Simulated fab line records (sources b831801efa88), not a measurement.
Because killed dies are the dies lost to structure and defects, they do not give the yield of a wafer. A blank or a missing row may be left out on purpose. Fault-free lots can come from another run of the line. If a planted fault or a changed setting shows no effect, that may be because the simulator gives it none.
Matching of chambers / flow gf180mcu / GF_V4_CVD_00 on hdpcvd-02: 3 sister chambers
The step deposits SiO2, target thk 600 nm, time 100 s. 15 wafers are shown with their chamber, then 7 later ones without.

WAFERS WITH THEIR CHAMBER
wafer=L198.2; chamber=1; sih4FlowSccm (sccm)=59.97
wafer=L198.3; chamber=2; sih4FlowSccm (sccm)=59.94
wafer=L198.6; chamber=0; sih4FlowSccm (sccm)=60.18
wafer=L201.1; chamber=0; sih4FlowSccm (sccm)=59.67
wafer=L201.3; chamber=2; sih4FlowSccm (sccm)=60.10
wafer=L201.5; chamber=2; sih4FlowSccm (sccm)=60.01
wafer=L204.2; chamber=1; sih4FlowSccm (sccm)=60.21
wafer=L204.4; chamber=1; sih4FlowSccm (sccm)=60.30
wafer=L204.5; chamber=0; sih4FlowSccm (sccm)=59.71
wafer=L205.2; chamber=1; sih4FlowSccm (sccm)=60.06
wafer=L205.3; chamber=2; sih4FlowSccm (sccm)=59.97
wafer=L205.4; chamber=2; sih4FlowSccm (sccm)=59.96
wafer=L210.1; chamber=0; sih4FlowSccm (sccm)=60.06
wafer=L210.3; chamber=1; sih4FlowSccm (sccm)=59.86
wafer=L210.6; chamber=0; sih4FlowSccm (sccm)=60.32

SIGNATURES, as means of the wafers listed above
reading=sih4FlowSccm; chamber 0=59.9880; chamber 1=60.0800; chamber 2=59.9960; scatter within a chamber=0.199
Rule: for a wafer and a chamber, the distance is found by dividing, reading by reading, the gap between the wafer's reading and the chamber's mean by the reading's scatter, squaring, summing and taking the root. The wafer belongs to the nearest chamber; if the next one is less than 2 further off, it can't be placed. The scatter: take each reading less its chamber's mean, square it, sum over the shown wafers, divide by the number of wafers less the number of chambers, and take the root.

WAFERS MISSING THEIR CHAMBER
wafer=L211.1; sih4FlowSccm (sccm)=60.12
wafer=L211.2; sih4FlowSccm (sccm)=60.06
wafer=L211.6; sih4FlowSccm (sccm)=59.78
wafer=L219.3; sih4FlowSccm (sccm)=59.74
wafer=L220.4; sih4FlowSccm (sccm)=60.10
wafer=L221.1; sih4FlowSccm (sccm)=60.36
wafer=L221.4; sih4FlowSccm (sccm)=60.13

WHICH CHAMBER EACH ONE RAN IN
wafer=L211.1; from the rows above=can't be placed: 1 or 2 or 0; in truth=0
wafer=L211.2; from the rows above=can't be placed: 1 or 2 or 0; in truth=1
wafer=L211.6; from the rows above=can't be placed: 0 or 2 or 1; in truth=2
wafer=L219.3; from the rows above=can't be placed: 0 or 2 or 1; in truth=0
wafer=L220.4; from the rows above=can't be placed: 1 or 2 or 0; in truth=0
wafer=L221.1; from the rows above=can't be placed: 1 or 2 or 0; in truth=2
wafer=L221.4; from the rows above=can't be placed: 1 or 2 or 0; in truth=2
Correct placement for 0 of the 7. These rows do not allow placing 7 (true chamber among the candidates in 7). 0 placed wrongly.
